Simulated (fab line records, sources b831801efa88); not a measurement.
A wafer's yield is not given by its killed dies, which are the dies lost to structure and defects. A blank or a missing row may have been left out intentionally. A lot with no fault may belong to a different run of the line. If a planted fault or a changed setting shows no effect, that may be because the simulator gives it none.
What tool caused it? -- flow gf180mcu -- Sampling: 7 lots, 21 wafers, 3 of 602 route steps

== WHAT EACH GAUGE READ, for each wafer ==
GF_M3_RS_MEAS_05: uses a four-point probe to measure.
lot,measured,on,M3_ALCU_RS (ohm/sq)
L903,day 21 17:37,filmMetro-03,0.0703 0.0697 0.0693
L906,day 22 18:09,filmMetro-04,0.0699 0.0692 0.0684
L909,day 23 15:00,filmMetro-03,0.0701 0.0692 0.0696
L916,day 26 03:22,filmMetro-04,0.0689 0.0684 0.0711
L918,day 27 00:44,filmMetro-04,0.0707 0.0699 0.0704
L920,day 27 07:47,filmMetro-04,0.0682 0.0700 0.0688
L923,day 28 03:20,filmMetro-01,0.0682 0.0687 0.0686

== WHAT TOOL EACH LOT RAN ON (gives the tool, then ch and the chambers of the sampled wafers, and finally the start) ==
lot,GF_V2_SPUTTER_22,GF_M3_SPUTTER_02
L903,"pvdSputter-02, day 21 16:45","pvdSputter-01, day 21 17:31"
L906,"pvdSputter-03, day 22 17:17","pvdSputter-01, day 22 18:02"
L909,"pvdSputter-03, day 23 14:09","pvdSputter-01, day 23 14:55"
L916,"pvdSputter-03, day 26 02:31","pvdSputter-01, day 26 03:16"
L918,"pvdSputter-03, day 26 23:46","pvdSputter-02, day 27 00:38"
L920,"pvdSputter-03, day 27 06:55","pvdSputter-01, day 27 07:41"
L923,"pvdSputter-03, day 28 02:26","pvdSputter-01, day 28 03:15"
- GF_V2_SPUTTER_22: material TiN, target thk 10 nm, time 40 s.
- GF_M3_SPUTTER_02: material AlCu, target thk 450 nm, time 23.9 s.

== THE ANSWER, worked out from the rows above alone ==
Rule: usual is defined by the lots themselves. Put in order of their means at a reading, lots are off if they are a third of the lots or fewer, leave a main group of 4 or more, and stand apart from it by a gap of 3 or more times the standard deviation of the main group's means; of several such gaps the widest counts. Not used: any main group whose means are identical at the precision the tables above print for the reading. A lot without any number at a reading at which 4 lots or more have one is off too. The other lots that the step has rows for count as sound.
Across all readings shown, no lot is off: no conclusion can be drawn from this.

== WHAT THE SIMULATOR HAD INSERTED ==
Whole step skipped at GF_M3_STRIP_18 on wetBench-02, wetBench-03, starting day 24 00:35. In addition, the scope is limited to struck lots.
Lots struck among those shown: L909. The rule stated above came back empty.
